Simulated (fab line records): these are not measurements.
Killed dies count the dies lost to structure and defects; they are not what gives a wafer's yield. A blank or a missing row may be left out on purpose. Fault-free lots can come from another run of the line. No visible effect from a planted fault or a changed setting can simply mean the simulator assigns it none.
Split-lot study :: flow sfq-line :: on a route of 325 steps: 5 lots, 23 wafers read

## SPLIT DETAILS
At SFQ_TRILAYER_I6_CMP_CMP_166 (polishes SiO2), the setting leave-above-ref-nm was moved away from the recipe's 200 nm on 5 of the 23 wafers read, by -2.3% to +3.6%. For the rest of the wafers, this setting stayed at what the recipe calls for.

No step appears in the file between the split and the reading.

## THE READING
thk-nm, in nm, at SFQ_TRILAYER_I6_METRO_MEASURE_167. On this fab line, fault-free wafers typically give 200.3 nm with a standard deviation of 1.2 nm.

wafer: L074.2
tool, chamber at the split: cmp-01, 2
leave-above-ref-nm as run, nm: 200
against the recipe: recipe
thk-nm, nm: 199.6
against lot-mates on the recipe: -

wafer: L074.4
tool, chamber at the split: cmp-01, 3
leave-above-ref-nm as run, nm: 200
against the recipe: recipe
thk-nm, nm: 199.9
against lot-mates on the recipe: -

wafer: L074.5
tool, chamber at the split: cmp-01, 2
leave-above-ref-nm as run, nm: 200
against the recipe: recipe
thk-nm, nm: 200.8
against lot-mates on the recipe: -

wafer: L076.2
tool, chamber at the split: cmp-01, 2
leave-above-ref-nm as run, nm: 200
against the recipe: recipe
thk-nm, nm: 200.7
against lot-mates on the recipe: -

wafer: L076.3
tool, chamber at the split: cmp-01, 1
leave-above-ref-nm as run, nm: 200
against the recipe: recipe
thk-nm, nm: 200.8
against lot-mates on the recipe: -

wafer: L076.4
tool, chamber at the split: cmp-01, 3
leave-above-ref-nm as run, nm: 200
against the recipe: recipe
thk-nm, nm: 200.2
against lot-mates on the recipe: -

wafer: L076.5
tool, chamber at the split: cmp-01, 3
leave-above-ref-nm as run, nm: 200
against the recipe: recipe
thk-nm, nm: 199.8
against lot-mates on the recipe: -

wafer: L076.6
tool, chamber at the split: cmp-01, 2
leave-above-ref-nm as run, nm: 200
against the recipe: recipe
thk-nm, nm: 200.3
against lot-mates on the recipe: -

wafer: L078.1
tool, chamber at the split: cmp-02, 3
leave-above-ref-nm as run, nm: 200
against the recipe: recipe
thk-nm, nm: 200.5
against lot-mates on the recipe: -

wafer: L078.2
tool, chamber at the split: cmp-02, 0
leave-above-ref-nm as run, nm: 195.3
against the recipe: -2.3%
thk-nm, nm: 194.7
against lot-mates on the recipe: -6.3

wafer: L078.3
tool, chamber at the split: cmp-02, 1
leave-above-ref-nm as run, nm: 195.3
against the recipe: -2.3%
thk-nm, nm: 194.5
against lot-mates on the recipe: -6.5

wafer: L078.4
tool, chamber at the split: cmp-02, 2
leave-above-ref-nm as run, nm: 200
against the recipe: recipe
thk-nm, nm: 201.2
against lot-mates on the recipe: -

wafer: L078.5
tool, chamber at the split: cmp-02, 3
leave-above-ref-nm as run, nm: 200
against the recipe: recipe
thk-nm, nm: 201.3
against lot-mates on the recipe: -

wafer: L080.2
tool, chamber at the split: cmp-02, 2
leave-above-ref-nm as run, nm: 200
against the recipe: recipe
thk-nm, nm: 202.7
against lot-mates on the recipe: -

wafer: L080.3
tool, chamber at the split: cmp-02, 3
leave-above-ref-nm as run, nm: 207.3
against the recipe: +3.6%
thk-nm, nm: 207.1
against lot-mates on the recipe: +6.0

wafer: L080.4
tool, chamber at the split: cmp-02, 0
leave-above-ref-nm as run, nm: 200
against the recipe: recipe
thk-nm, nm: 199.5
against lot-mates on the recipe: -

wafer: L080.5
tool, chamber at the split: cmp-02, 2
leave-above-ref-nm as run, nm: 207.3
against the recipe: +3.6%
thk-nm, nm: 209.2
against lot-mates on the recipe: +8.1

wafer: L080.6
tool, chamber at the split: cmp-02, 1
leave-above-ref-nm as run, nm: 207.3
against the recipe: +3.6%
thk-nm, nm: 207.0
against lot-mates on the recipe: +5.9

wafer: L083.1
tool, chamber at the split: cmp-02, 1
leave-above-ref-nm as run, nm: 200
against the recipe: recipe
thk-nm, nm: 200.1
against lot-mates on the recipe: -

wafer: L083.3
tool, chamber at the split: cmp-02, 2
leave-above-ref-nm as run, nm: 200
against the recipe: recipe
thk-nm, nm: 202.3
against lot-mates on the recipe: -

wafer: L083.4
tool, chamber at the split: cmp-02, 0
leave-above-ref-nm as run, nm: 200
against the recipe: recipe
thk-nm, nm: 199.9
against lot-mates on the recipe: -

wafer: L083.5
tool, chamber at the split: cmp-02, 3
leave-above-ref-nm as run, nm: 200
against the recipe: recipe
thk-nm, nm: 200.4
against lot-mates on the recipe: -

wafer: L083.6
tool, chamber at the split: cmp-02, 2
leave-above-ref-nm as run, nm: 200
against the recipe: recipe
thk-nm, nm: 201.9
against lot-mates on the recipe: -

FIT RESULTS
A straight line over all 23 wafers: thk-nm changes by +2.1 nm for each +1% of leave-above-ref-nm; r = +0.96; the points scatter about the line by 0.98 nm.
The same after taking each lot's own level away (the mean of its wafers on the recipe; 23 wafers): +2.05 nm for each +1%; r = +0.95; scatter 0.99 nm.
According to that fit, moving leave-above-ref-nm by its largest amount changes the reading by 7.5 nm.
The lots' own levels span 200.10 to 201.10 nm, that is 0.8 times the standard deviation above.
So the lot-to-lot level changes the slope little: the two slopes agree.
Check: +7.71 nm against its lot-mates is what the line predicts for one of the wafers moved furthest among these (+3.6%) when that wafer is left out of the fit. Against them it came out at +6 nm.

## OTHER SPLITS APPLIED TO THESE WAFERS
Before the reading, these wafers also passed through other splits. Each is held against what the fit with the lots' levels taken away leaves over:
other split on the same wafers: SFQ_TRILAYER_R5_ETCH_METAL_ETCH_139 bias-w
wafers away from the commonest value: 6
r with thk-nm (lot level and that fit taken away): +0.27

other split on the same wafers: SFQ_TRILAYER_I5_LITHO_PEB_147 peb-time-s
wafers away from the commonest value: 10
r with thk-nm (lot level and that fit taken away): -0.39

other split on the same wafers: SFQ_TRILAYER_C5_LITHO_COAT_156 resist-thk-nm
wafers away from the commonest value: 4
r with thk-nm (lot level and that fit taken away): -0.05

other split on the same wafers: SFQ_TRILAYER_C5_BARC_OPEN_VIA_ETCH_210 source-w
wafers away from the commonest value: 7
r with thk-nm (lot level and that fit taken away): +0.62

other split on the same wafers: SFQ_TRILAYER_M6_LITHO_COAT_159 spin-rpm
wafers away from the commonest value: 8
r with thk-nm (lot level and that fit taken away): -0.15

other split on the same wafers: SFQ_TRILAYER_M6_LITHO_PEB_162 peb-time-s
wafers away from the commonest value: 9
r with thk-nm (lot level and that fit taken away): +0.14

## THE WHOLE CHAIN: every reading that the file lists as answering this split, in the file's order
step: SFQ_TRILAYER_I6_CMP_CMP_166
what it does: polishes SiO2
reading: SiO2_of_TRILAYER_I6_DEP_PECVD_165.thk-nm (the simulator's own value, which no gauge read)
change (the file's fit): +2.09 nm for each +1% of the setting
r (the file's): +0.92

step: SFQ_TRILAYER_I6_METRO_MEASURE_167
what it does: 
reading: thk-nm
change (the file's fit): +2.09 nm for each +1% of the setting
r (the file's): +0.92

step: SFQ_TRILAYER_I6_VIA_ETCH_VIA_ETCH_172
what it does: etches SiO2 in CHF3, stops on Nb, target depth 260 nm
reading: I6.feature-depth-nm (the simulator's own value, which no gauge read)
change (the file's fit): +2.09 nm for each +1% of the setting
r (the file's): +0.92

## FILE'S OWN FIT
thk-nm changes by +2.09 nm for each +1% of leave-above-ref-nm, r = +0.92.
